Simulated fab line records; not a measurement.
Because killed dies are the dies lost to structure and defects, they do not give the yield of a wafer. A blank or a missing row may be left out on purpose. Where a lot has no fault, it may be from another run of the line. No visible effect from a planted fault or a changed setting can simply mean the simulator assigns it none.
Which tool was responsible? + flow gf180mcu + 10 lots, 30 wafers sampled, at 3 steps of a route of 602

== WHAT THE GAUGES READ, wafer by wafer ==
GF_TOP_METAL_RS_MEAS_05: uses a four-point probe to measure.
| lot  | measured     | on            | TOP_METAL_ALCU_RS (ohm/sq) |
|------|--------------|---------------|----------------------------|
| L922 | day 27 23:15 | film-metro-02 | 0.0336 0.0332 0.0336       |
| L926 | day 29 04:34 | film-metro-02 | 0.0330 0.0327 0.0324       |
| L930 | day 30 08:15 | film-metro-02 | 0.0550 0.0333 0.0549       |
| L931 | day 30 22:23 | film-metro-02 | 0.0331 0.0327 0.0549       |
| L936 | day 31 23:42 | film-metro-01 | 0.0330 0.0332 0.0331       |
| L937 | day 32 03:32 | film-metro-03 | 0.0330 0.0327 0.0325       |
| L938 | day 32 12:28 | film-metro-02 | 0.0326 0.0326 0.0328       |
| L940 | day 33 02:34 | film-metro-02 | 0.0330 0.0329 0.0325       |
| L942 | day 33 05:28 | film-metro-03 | 0.0322 0.0320 0.0323       |
| L943 | day 33 15:20 | film-metro-01 | 0.0331 0.0331 0.0324       |

== WHICH TOOL RAN EACH LOT (tool, then ch and the chambers of the sampled wafers, then the start) ==
| lot  | GF_V5_CMP_26                  | GF_TOP_METAL_SPUTTER_02      |
|------|-------------------------------|------------------------------|
| L922 | cmp-01 ch 0,1,2, day 27 22:46 | pvd-sputter-02, day 27 23:08 |
| L926 | cmp-02 ch 1,2,3, day 29 04:08 | pvd-sputter-02, day 29 04:28 |
| L930 | cmp-01 ch 2,3, day 30 07:44   | pvd-sputter-02, day 30 08:10 |
| L931 | cmp-01 ch 0,1,3, day 30 21:55 | pvd-sputter-02, day 30 22:17 |
| L936 | cmp-01 ch 2,3, day 31 23:10   | pvd-sputter-04, day 31 23:35 |
| L937 | cmp-01 ch 1,3, day 32 03:02   | pvd-sputter-04, day 32 03:25 |
| L938 | cmp-01 ch 2,3, day 32 11:59   | pvd-sputter-04, day 32 12:22 |
| L940 | cmp-01 ch 0,1,2, day 33 02:03 | pvd-sputter-01, day 33 02:26 |
| L942 | cmp-02 ch 1,2,3, day 33 05:01 | pvd-sputter-04, day 33 05:21 |
| L943 | cmp-02 ch 1,3, day 33 14:50   | pvd-sputter-04, day 33 15:13 |
- GF_V5_CMP_26: polishes, stops on SiO2, t overpolish 15 s, target thk 0 nm.
- GF_TOP_METAL_SPUTTER_02: material AlCu, target thk 900 nm, time 47.82 s.

== THE ANSWER, worked out from the rows above alone ==
Rule: the usual values come from the lots themselves. The widest of any qualifying gaps counts: lots, ordered by their means at a reading, are off when they make up no more than a third of the lots, leave a main group of 4 or more, and stand apart from it by 3 or more times the standard deviation of that group's means. Not used: any main group whose means are identical at the precision the tables above print for the reading. A lot without any number at a reading at which 4 lots or more have one is off too. Where the step has rows for the other lots, those lots are counted as sound.
Off: at GF_TOP_METAL_RS_MEAS_05 (TOP_METAL_ALCU_RS), L930, L931. Main group: mean 0.0328 ohm/sq, sd 0.00035.
If a tool, at a process step before that reading, ran all the lots that are off and no sound lot after the first of them, it fits. The gauges at GF_TOP_METAL_RS_MEAS_05 are tried like those tools. One fits: GF_TOP_METAL_SPUTTER_02 on pvd-sputter-02. A fault onset in the window from L926 (day 29 04:28, its last sound lot) to L930 (day 30 08:10, its first lot off) fits.

== WHAT HAD BEEN PUT IN BY THE SIMULATOR ==
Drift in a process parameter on pvd-sputter-02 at GF_TOP_METAL_SPUTTER_02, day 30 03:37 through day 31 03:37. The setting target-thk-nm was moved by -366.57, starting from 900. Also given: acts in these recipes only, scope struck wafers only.
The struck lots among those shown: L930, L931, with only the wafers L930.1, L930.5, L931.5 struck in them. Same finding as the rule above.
